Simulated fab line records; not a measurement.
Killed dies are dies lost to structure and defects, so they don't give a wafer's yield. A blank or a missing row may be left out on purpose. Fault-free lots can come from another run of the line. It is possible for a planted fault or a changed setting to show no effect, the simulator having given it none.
Problem report, 8D (eight disciplines) form, completed by code || flow sky130 || the parts of the form that need people (team, actions taken, sign-off) are left out

1. PROBLEM STATEMENT
At SKY_LDD_P_CD_MEAS_07, cd-nm averages 393.4 nm over 4 wafers from 2 lots, while fault-free wafers read 379.4 nm, standard deviation 2.1. Measured from the usual mean, that is +6.7 standard deviations.
The step: target cd 380 nm.
First observed at day 23 23:04: wafer L748.3, on cd-sem-01. At this step, 39 wafers from 13 lots have a number in the record. By rule, "out" or "out of limits" means more than 4 standard deviations away from the usual mean. Any other wafer with a number is counted as sound.

2. WHAT IT IS, AND WHAT IT ISN'T
{"question": "which readings at this step", "is": "cd-nm", "is not": "-"}
{"question": "which lots", "is": "L748, L749", "is not": "L734, L735, L736, L738, L739, L740, L741, L742, L746, L753, L754"}
{"question": "which wafers of those lots", "is": "L748.3, L748.5, L749.3, L749.6", "is not": "L748.1, L749.4"}
{"question": "read on which gauges", "is": "cd-sem-01", "is not": "cd-sem-02"}
{"question": "when", "is": "from day 23 23:04", "is not": "up to then (28 sound wafers); but 7 sound wafers of L749, L753, L754 came after"}

3. WHAT RULES OUT EACH SUSPECT
Counting: if a tool at a process step up to the reading ran every lot that is out, it stays a suspect. Sound lots after the first of them don't rule it out here, since some wafers of a struck lot are sound.
- the gauge at SKY_LDD_P_CD_MEAS_07: kept. All the wafers that are out were read on cd-sem-01, and no step on other tools shows them out.
- litho-track-04 at SKY_LDD_P_DEVELOP_06 (develop time 60 s): kept. Every lot that is out went through it, the first being L748 (day 23 22:55); the last sound lot it ran before that was L742 (day 22 14:02).
After counting, litho-track-04 at SKY_LDD_P_DEVELOP_06 and cd-sem-01 at SKY_LDD_P_CD_MEAS_07 remain.

4. THE CAUSE (what the simulator had put in)
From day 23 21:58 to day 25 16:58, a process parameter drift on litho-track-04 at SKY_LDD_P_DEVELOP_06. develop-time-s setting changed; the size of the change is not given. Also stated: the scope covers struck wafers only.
After counting, 2 suspects remain, this tool included.

5. SEQUENCE OF EFFECTS, ordered by route
Each row: a reading where the mean over the struck wafers with a number is more than 3 standard deviations away from the usual. Only readings for which the record gives a usual standard deviation are gone through. hours: the time from each lot's start at the first step in this table that gives one to its start at this step, as a median over the lots. sigmas: the change in usual standard deviations.
{"hours": 0, "step": "SKY_LDD_P_CD_MEAS_07", "reading": "cd-nm", "usual": "379.4 nm", "on struck wafers": 393.4, "change": "+14.0", "sigmas": "+6.7"}
At these later measuring or inspecting steps, every struck wafer for which the step has a row has a number for every such reading, and none has moved that far: SKY_LDD_HVP_TW_MEAS_10.

6. WHAT WOULD HAVE CAUGHT IT SOONER
In this record the first reading out of limits at a measuring or inspecting step was taken at day 23 23:04, 1 hour after the fault began at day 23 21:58.
An alarm limit of 4 standard deviations would not have fired on the tool readings at SKY_LDD_P_DEVELOP_06 for which the record gives a usual standard deviation, since none of them was out on any struck wafer.
Of the lots that are out (2), L749 began SKY_LDD_P_DEVELOP_06 on litho-track-04 after day 23 23:04. Holding the tool at that time would have saved it.
